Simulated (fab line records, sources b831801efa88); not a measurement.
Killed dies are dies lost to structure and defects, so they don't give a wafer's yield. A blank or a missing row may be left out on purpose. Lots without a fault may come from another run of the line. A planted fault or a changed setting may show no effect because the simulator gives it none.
One fault seen from 2 desks | flow gf180mcu | each desk has only its own numbers; what lay behind them comes last

THE METROLOGY DESK
What the gauges read, lot by lot, whatever tool the lot ran on: means of the sampled wafers that have a number. A lot is out of limits, marked OUT, if its mean lies more than 4 standard deviations from the usual mean; the brackets give that distance.
Columns: A = M3_ALCU_THK at GF_M3_THK_MEAS_06, usual 448 nm; B = M3_OVL at GF_M3_OVL_MEAS_15, usual -1 nm
lot  | first seen here | A   | B
L568 | day 20 08:22    | 450 | -8
L569 | day 20 16:38    | 451 | -5
L570 | day 21 00:16    | 451 | -3
L571 | day 21 12:20    | 453 | 5
L573 | day 22 08:14    | 448 | 10
L574 | day 22 17:44    | 444 | -11
L575 | day 22 22:59    | 442 | -8
L577 | day 23 16:51    | 450 | 4
L580 | day 24 20:55    | 451 | -7
L581 | day 25 04:03    | 448 | -4
L584 | day 26 03:08    | 441 | 3
L586 | day 26 16:09    | 446 | 8
L587 | day 26 21:28    | 451 | -4
L590 | day 27 17:17    | 455 | -5
This desk's finding: nothing out of limits on any of the 14 lots.

THE TOOL OWNER'S DESK: iline_stepper-02
The tool's own readings at GF_DUAL_GATE_EXPOSE_08 (exposes mask Dualgate, target cd 700 nm): means of the sampled wafers that have a number, for each lot that ran on this tool. A lot is out of limits, marked OUT, if its mean lies more than 4 standard deviations from the usual mean; the brackets give that distance.
Columns: A = exposure_dose_mJ_cm2 at GF_DUAL_GATE_EXPOSE_08, usual 140.01
lot  | first seen here | A
L568 | day 8 00:14     | 139.77
L569 | day 8 06:28     | 140.11
L570 | day 8 09:29     | 139.93
L574 | day 9 14:52     | 139.98
L577 | day 10 12:00    | 140.07
L580 | day 11 10:41    | 124.48 (-99 or more) OUT
L581 | day 11 19:03    | 124.17 (-99 or more) OUT
This desk's finding: out of limits on L580, L581; first on L580, day 11 10:41 (exposure_dose_mJ_cm2 at GF_DUAL_GATE_EXPOSE_08). In limits: L568, L569, L570, L574, L577.

PUT TOGETHER
The tool owner's desk could have raised an alarm at day 11 10:41, on L580, L581.
The metrology desk saw nothing out of limits.
The metrology desk has L580, L581 on record, within its limits.
Of the lots named, all ran GF_DUAL_GATE_EXPOSE_08 on iline_stepper-02.

WHAT THE SIMULATOR HAD PUT IN
Process parameter drift: iline_stepper-02, from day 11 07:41 on, at GF_DUAL_GATE_EXPOSE_08. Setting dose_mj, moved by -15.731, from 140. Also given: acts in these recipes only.
Lots struck among those shown: L580, L581.
Hours from the fault's start to each desk's first reading out of limits: the tool owner's desk, 3.
